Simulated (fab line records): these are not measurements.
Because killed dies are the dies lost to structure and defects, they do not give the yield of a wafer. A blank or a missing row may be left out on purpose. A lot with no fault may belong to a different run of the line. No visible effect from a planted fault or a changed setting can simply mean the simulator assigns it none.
Code-filled problem report in 8D (eight disciplines) form || flow sky130 || the parts of the form that need people (team, actions taken, sign-off) are left out

1. PROBLEM STATEMENT
Across 9 wafers from 3 lots, LDD_LDN_OVL at SKY_LDD_LDN_OVL_MEAS_07 averages -51.2 nm, while fault-free wafers read -0.5 nm with a standard deviation of 1.4. Relative to the usual mean, that is a shift of -36 standard deviations.
First observed at day 29 11:39: wafer L250.3, on overlay-02. The record holds 36 wafers of 12 lots with a number at this step. Rule for "out", or "out of limits": more than 4 standard deviations from the usual mean. The other wafers with a number count as sound.

2. WHAT IT IS, WHAT IT ISN'T
{"question": "which readings at this step", "is": "LDD_LDN_OVL", "is not": "-"}
{"question": "which lots", "is": "L250, L251, L252", "is not": "L231, L232, L235, L239, L240, L242, L244, L247, L248"}
{"question": "which wafers of those lots", "is": "all that have a number", "is not": "-"}
{"question": "read on which gauges", "is": "overlay-02", "is not": "overlay-01"}
{"question": "when", "is": "from day 29 11:39", "is not": "up to then (27 sound wafers)"}

3. WHAT RULES OUT EACH SUSPECT
Counting: a tool at any process step up to the reading remains a suspect when it ran all the lots that are out and ran no sound lot after the first of those.
- the gauge at SKY_LDD_LDN_OVL_MEAS_07: kept. All the wafers that are out were read on overlay-02, and no step on other tools shows them out.
- ilineStepper-01 at SKY_LDD_LDN_EXPOSE_04 (exposes mask LDNTM, target cd 700 nm): kept. It processed each lot that is out, first L250 at day 28 22:20, and no sound lot thereafter; up to then, the last sound lot it processed was L248 at day 28 07:56.
Left after counting: ilineStepper-01 at SKY_LDD_LDN_EXPOSE_04, overlay-02 at SKY_LDD_LDN_OVL_MEAS_07.

4. THE CAUSE (what the simulator had put in)
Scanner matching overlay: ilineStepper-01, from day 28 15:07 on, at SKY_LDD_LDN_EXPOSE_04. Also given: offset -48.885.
Counting leaves 2 suspects; this tool is one of them.

5. THE EFFECT CHAIN, in route order
Each row: a reading where the mean over the struck wafers with a number is more than 3 standard deviations away from the usual. Only readings for which the record gives a usual standard deviation are gone through. hours: the time from each lot's start at the first step in this table that gives one to its start at this step, as a median over the lots. sigmas: the change in usual standard deviations.
{"hours": 0, "step": "SKY_LDD_LDN_OVL_MEAS_07", "reading": "LDD_LDN_OVL", "usual": "-0.5 nm", "on struck wafers": -51.2, "change": -50.7, "sigmas": -36}
At these later measuring or inspecting steps, every struck wafer for which the step has a row has a number for every such reading, and none has moved that far: SKY_SPACER_THK_MEAS_01.

6. WHAT WOULD HAVE CAUGHT IT SOONER
The first out-of-limits reading at a measuring or inspecting step in this record came at day 29 11:39, 21 hours after the fault's start at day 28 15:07.
By day 29 11:39, every lot that is out (3) had started SKY_LDD_LDN_EXPOSE_04 on ilineStepper-01. Holding the tool at that point would not have protected any of them.
